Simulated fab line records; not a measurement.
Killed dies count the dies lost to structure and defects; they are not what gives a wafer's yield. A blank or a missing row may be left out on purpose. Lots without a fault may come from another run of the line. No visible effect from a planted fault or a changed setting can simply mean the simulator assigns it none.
Split-lot study	flow sfq-line	5 lots, 23 wafers read, on a route of 325 steps

THE SPLIT
At SFQ_TRILAYER_I4_DEP_PECVD_099 (deposits SiO2 from SiH4/N2O, time 111.11 s, target thk 500 nm), the setting time-s was moved away from the recipe's 111.11 s on 8 of the 23 wafers read, by -13.0% to +10.3%. The other wafers ran this setting at the recipe's value.

The reading is taken at the split's own step.

THE READING
SiO2_of_TRILAYER_I4_DEP_PECVD_099.thk-nm (the simulator's own value, which no gauge read), in nm, at SFQ_TRILAYER_I4_DEP_PECVD_099 (deposits SiO2 from SiH4/N2O, time 111.11 s, target thk 500 nm). No usual value for it is given in the file. The 15 wafers here that ran the recipe average 502.1 nm, standard deviation 6 nm.

wafer	tool, chamber at the split	time-s as run, s	against the recipe	SiO2_of_TRILAYER_I4_DEP_PECVD_099.thk-nm, nm	against lot-mates on the recipe
L074.1	pecvd-02, 1	111.11	recipe	496.8	-
L074.2	pecvd-02, 2	122.6	+10.3%	541.5	+46.1
L074.3	pecvd-02, 0	111.11	recipe	493.9	-
L074.4	pecvd-02, 1	122.6	+10.3%	559	+63.6
L074.6	pecvd-02, 0	122.6	+10.3%	548.1	+52.8
L075.3	pecvd-01, 1	111.11	recipe	500.3	-
L075.4	pecvd-01, 1	111.11	recipe	505.7	-
L075.5	pecvd-01, 2	111.11	recipe	502.1	-
L076.2	pecvd-02, 1	111.11	recipe	500.6	-
L076.3	pecvd-02, 0	111.11	recipe	499.6	-
L076.4	pecvd-02, 1	111.11	recipe	514	-
L076.5	pecvd-02, 2	111.11	recipe	499.7	-
L076.6	pecvd-02, 0	111.11	recipe	513.8	-
L077.1	pecvd-01, 1	111.11	recipe	494	-
L077.3	pecvd-01, 0	96.71	-13.0%	431.8	-68.3
L077.4	pecvd-01, 2	111.11	recipe	507.2	-
L077.5	pecvd-01, 0	111.11	recipe	499.2	-
L077.6	pecvd-01, 1	96.71	-13.0%	433.5	-66.6
L083.2	pecvd-02, 1	117.4	+5.7%	528.9	+26.4
L083.3	pecvd-02, 2	117.4	+5.7%	520.2	+17.7
L083.4	pecvd-02, 1	111.11	recipe	507.2	-
L083.5	pecvd-02, 0	117.4	+5.7%	535.7	+33.2
L083.6	pecvd-02, 2	111.11	recipe	497.8	-

THE FIT
A straight line over all 23 wafers: SiO2_of_TRILAYER_I4_DEP_PECVD_099.thk-nm changes by +4.97 nm for each +1% of time-s; r = +0.98; the points scatter about the line by 6.6 nm.
The same after taking each lot's own level away (the mean of its wafers on the recipe; 23 wafers): +5.15 nm for each +1%; r = +0.98; scatter 5.8 nm.
That fit puts the effect of the largest move of time-s on the reading at 67 nm.
The span of the lots' own levels, 495.35 to 505.54 nm, comes to 1.7 times the standard deviation stated above.
The two slopes are in agreement: the lot-to-lot level therefore moves the slope only a little.
Check: for one of the wafers moved furthest among these (-13.0%), held out of the fit, the line's prediction against its lot-mates is -66.6 nm. Against them it came out at -68.3 nm.

THE OTHER SPLITS THESE WAFERS WENT THROUGH
These wafers also went through other splits before the reading. Each is held against what the fit with the lots' levels taken away leaves over:
other split on the same wafers	wafers away from the commonest value	r with SiO2_of_TRILAYER_I4_DEP_PECVD_099.thk-nm (lot level and that fit taken away)
SFQ_TRILAYER_I2_VIA_BARC_OPEN_VIA_ETCH_096 bias-w	5	+0.31
SFQ_TRILAYER_M3_BARC_OPEN_METAL_ETCH_100 time-s	10	+0.02
SFQ_TRILAYER_I3_VIA_LITHO_COAT_085 spin-rpm	8	-0.05
SFQ_TRILAYER_I3_VIA_BARC_OPEN_VIA_ETCH_121 time-s	9	+0.16
SFQ_TRILAYER_M4_LITHO_COAT_093 resist-thk-nm	8	-0.28
SFQ_TRILAYER_M4_ETCH_METAL_ETCH_096 time-s	10	+0.06

THE WHOLE CHAIN: every reading that the file lists as answering this split, in the file's order
step	what it does	reading	change (the file's fit)	r (the file's)
SFQ_TRILAYER_I4_DEP_PECVD_099	deposits SiO2 from SiH4/N2O, time 111.11 s, target thk 500 nm	SiO2_of_TRILAYER_I4_DEP_PECVD_099.thk-nm (the simulator's own value, which no gauge read)	+5.15 nm for each +1% of the setting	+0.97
SFQ_TRILAYER_I4_CMP_CMP_100	polishes SiO2	time-to-endpoint-s	withheld for each +1% of the setting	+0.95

FILE'S OWN FIT
SiO2_of_TRILAYER_I4_DEP_PECVD_099.thk-nm changes by +5.15 nm for each +1% of time-s, r = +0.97.
